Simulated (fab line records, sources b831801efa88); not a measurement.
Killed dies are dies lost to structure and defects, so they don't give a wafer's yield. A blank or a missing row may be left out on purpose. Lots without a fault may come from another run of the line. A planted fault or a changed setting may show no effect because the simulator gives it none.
Chamber matching | flow sky130 | SKY_FIELD_ISO_ETCH_14 on rie_diel-03: 4 sister chambers
The step etches BARC in N2/H2, stops on SiO2, time 45.9 s, target depth 60 nm. 8 wafers are shown with their chamber, then 12 later ones without.

WAFERS WITH THEIR CHAMBER
wafer  | chamber | drypump_motor_current_A (A) | throttle_valve_pct (%)
L084.4 | 2       | 6.3                         | 13.233
L086.1 | 3       | 5.9                         | 13.220
L088.3 | 3       | 5.9                         | 13.236
L089.1 | 2       | 6.3                         | 13.223
L089.2 | 0       | 5.6                         | 13.210
L094.1 | 1       | 5.6                         | 13.210
L094.4 | 0       | 5.6                         | 13.197
L094.5 | 1       | 5.5                         | 13.225

WAFERS WITHOUT THEIR CHAMBER
wafer  | drypump_motor_current_A (A) | throttle_valve_pct (%)
L095.1 | 5.5                         | 13.227
L095.2 | 5.9                         | 13.241
L095.3 | 6.3                         | 13.220
L095.4 | 5.6                         | 13.225
L095.5 | 5.5                         | 13.214
L095.6 | 5.6                         | 13.236
L097.1 | 5.6                         | 13.220
L097.2 | 5.9                         | 13.217
L097.3 | 5.6                         | 13.223
L097.4 | 6.3                         | 13.229
L097.5 | 5.5                         | 13.237
L097.6 | 6.3                         | 13.231

WHICH CHAMBER EACH WENT THROUGH
wafer  | from the rows above     | in truth
L095.1 | 1                       | 1
L095.2 | 3                       | 3
L095.3 | 2                       | 2
L095.4 | can't be placed: 1 or 0 | 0
L095.5 | can't be placed: 1 or 0 | 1
L095.6 | can't be placed: 1 or 0 | 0
L097.1 | can't be placed: 1 or 0 | 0
L097.2 | 3                       | 3
L097.3 | can't be placed: 1 or 0 | 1
L097.4 | 2                       | 2
L097.5 | 1                       | 1
L097.6 | 2                       | 2
Placed correctly: 7 of 12. Can't be placed from these rows: 5 (the true chamber is among the candidates in 5). Placed wrongly: 0.
How it was worked out, from the rows above alone: a wafer's distance from a chamber is the root of the sum, over the readings, of the square of ((its reading less the chamber's mean) divided by the reading's scatter). The wafer belongs to the nearest chamber; if the next one is less than 2 further off, it can't be placed. A chamber's mean is the mean of its shown wafers. The scatter: the root of (the sum of the squares of (reading less its chamber's mean) over the shown wafers, divided by (wafers less chambers)).
